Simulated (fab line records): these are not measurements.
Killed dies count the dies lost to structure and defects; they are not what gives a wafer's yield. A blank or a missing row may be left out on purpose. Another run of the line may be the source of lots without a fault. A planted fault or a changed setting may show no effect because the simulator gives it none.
One fault through the eyes of 2 desks | flow sfq line | each desk has only its own numbers; what lay behind them comes last

## THE METROLOGY DESK
What the gauges read, lot by lot, whatever tool the lot ran on: means of the sampled wafers that have a number. Any lot whose mean is over 4 standard deviations away from the usual mean is out of limits and marked OUT; that distance is given in the brackets.
Columns: A = M3_NB_RS at SFQ_M3_RS_MEAS_919, usual 0.885 ohm/sq; B = I3_BOW at SFQ_I3_BOW_MEAS_922, usual 2 um
lot  | first seen here | A     | B
L364 | day 35 07:26    | 0.866 | 3
L365 | day 37 23:32    | 0.880 | 7
L368 | day 39 05:11    | 0.888 | 5
L369 | day 39 11:31    | 0.885 | 0
L375 | day 40 19:01    | 0.894 | 7
L376 | day 41 03:29    | 0.887 | -1
L378 | day 42 15:09    | 0.889 | 7
L379 | day 42 17:46    | 0.900 | 13
L381 | day 43 06:21    | 0.891 | -15
L383 | day 49 12:38    | 0.884 | 6
L384 | day 49 17:27    | 0.874 | 3
L385 | day 49 22:14    | 0.884 | -1
L386 | day 50 09:53    | 0.869 | 9
L387 | day 50 15:52    | 0.889 | -9
Finding of this desk: none of the 14 lots has anything out of limits.

## TOOL OWNER'S DESK, pecvd-02
The tool's own readings at SFQ_TRILAYER_I4_DEP_PECVD_099 (deposits SiO2 from SiH4/N2O, time 111.11 s, target thk 500 nm): means of the sampled wafers that have a number, for each lot that ran on this tool. Any lot whose mean is over 4 standard deviations away from the usual mean is out of limits and marked OUT; that distance is given in the brackets.
Columns: A = heater power w at SFQ_TRILAYER_I4_DEP_PECVD_099, usual 81 W; B = rf fwd power W at SFQ_TRILAYER_I4_DEP_PECVD_099, usual 182.2 W; C = throttle valve pct at SFQ_TRILAYER_I4_DEP_PECVD_099, usual 25.1 %
lot  | first seen here | A   | B               | C
L365 | day 44 05:25    | 85  | 183.0           | 25.1
L368 | day 44 08:56    | 85  | 182.0           | 25.2
L376 | day 52 12:46    | 92  | 162.6 (-32) OUT | 24.6
L378 | day 52 15:09    | 66  | 173.1 (-15) OUT | 25.3
L384 | day 60 07:28    | 108 | 182.6           | 25.4
This desk finds L376, L378 out of limits, L376 being first, at day 52 12:46 (rf fwd power W at SFQ_TRILAYER_I4_DEP_PECVD_099). Within limits: L365, L368, L384.

## TAKEN TOGETHER
The tool owner's desk could have raised an alarm at day 52 12:46, on L376, L378.
Metrology desk: nothing out of limits seen.
The metrology desk has L376, L378 on record, within its limits.
Every lot named ran SFQ_TRILAYER_I4_DEP_PECVD_099 on pecvd-02.

## WHAT THE SIMULATOR HAD INSERTED
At SFQ_TRILAYER_I4_DEP_PECVD_099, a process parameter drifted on pecvd-02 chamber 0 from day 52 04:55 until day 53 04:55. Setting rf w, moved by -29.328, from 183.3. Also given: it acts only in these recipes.
Lots struck among those shown: L376, L378.
Each desk's first reading out of limits, in hours after the fault started: the tool owner's desk, 8.
